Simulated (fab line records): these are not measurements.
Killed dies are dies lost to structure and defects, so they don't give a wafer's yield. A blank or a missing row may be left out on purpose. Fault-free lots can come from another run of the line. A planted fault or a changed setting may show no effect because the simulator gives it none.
The tool behind it: which one? + flow sky130 + route of 708 steps, sampled at 1 step: 12 lots, 34 wafers

## WHAT EACH GAUGE READ, for each wafer
SKY_LOCAL_INTERCONNECT_CD_MEAS_11: target cd 170 nm. Usual: 169.5 nm for cdNm, sd 1.6.
| lot  | measured     | on       | cdNm (nm)         | flag |
|------|--------------|----------|-------------------|------|
| L445 | day 31 10:43 | cdSem-01 | 169.0 169.8 168.9 |      |
| L447 | day 31 23:10 | cdSem-01 | 169.2 169.2 169.4 |      |
| L448 | day 32 06:11 | cdSem-02 | 171.2 169.6 170.9 |      |
| L449 | day 32 15:53 | cdSem-01 | 170.3 169.5 172.1 |      |
| L450 | day 32 20:22 | cdSem-01 | 168.6 169.8 170.9 |      |
| L452 | day 33 15:07 | cdSem-02 | 170.2 170.4 169.4 |      |
| L453 | day 33 16:14 | cdSem-02 | 168.3 166.4 166.2 |      |
| L461 | day 36 10:01 | cdSem-02 | 165.9 167.5       |      |
| L464 | day 37 08:16 | cdSem-02 | 171.0 170.7       |      |
| L466 | day 37 18:56 | cdSem-01 | 167.1 167.6 167.3 |      |
| L467 | day 38 00:27 | cdSem-02 | 167.6 168.0 168.6 |      |
| L468 | day 38 10:49 | cdSem-01 | 169.7 171.5 171.7 |      |

## TOOL THAT RAN EACH LOT (tool first, then ch and the chambers of the sampled wafers, then the start)
Before these readings, the record contains no process step.

## AS READ BY THE TOOLS THEMSELVES (means over the sampled wafers that have a number; for cases with no such wafer, the mark the record gives instead)
The record holds no such reading with a usual standard deviation.

## THE ANSWER, worked out from the rows above alone
Rule: take the mean of a lot's wafers that have a number; if it is more than 3 standard deviations from the usual mean, the lot is off. Also off: a lot with no number at a reading for which 4 or more lots have one. The other lots that the step has rows for count as sound. After the gauges, taken in route order, come the tools' own readings; for these a lot's mean is taken, as printed above. The first step at which some lot is off is used, and at that step the reading that is off furthest; a lot without a number counts as furthest.
None of the lots is off at any reading shown; this tells nothing.

## WHAT THE SIMULATOR PUT IN
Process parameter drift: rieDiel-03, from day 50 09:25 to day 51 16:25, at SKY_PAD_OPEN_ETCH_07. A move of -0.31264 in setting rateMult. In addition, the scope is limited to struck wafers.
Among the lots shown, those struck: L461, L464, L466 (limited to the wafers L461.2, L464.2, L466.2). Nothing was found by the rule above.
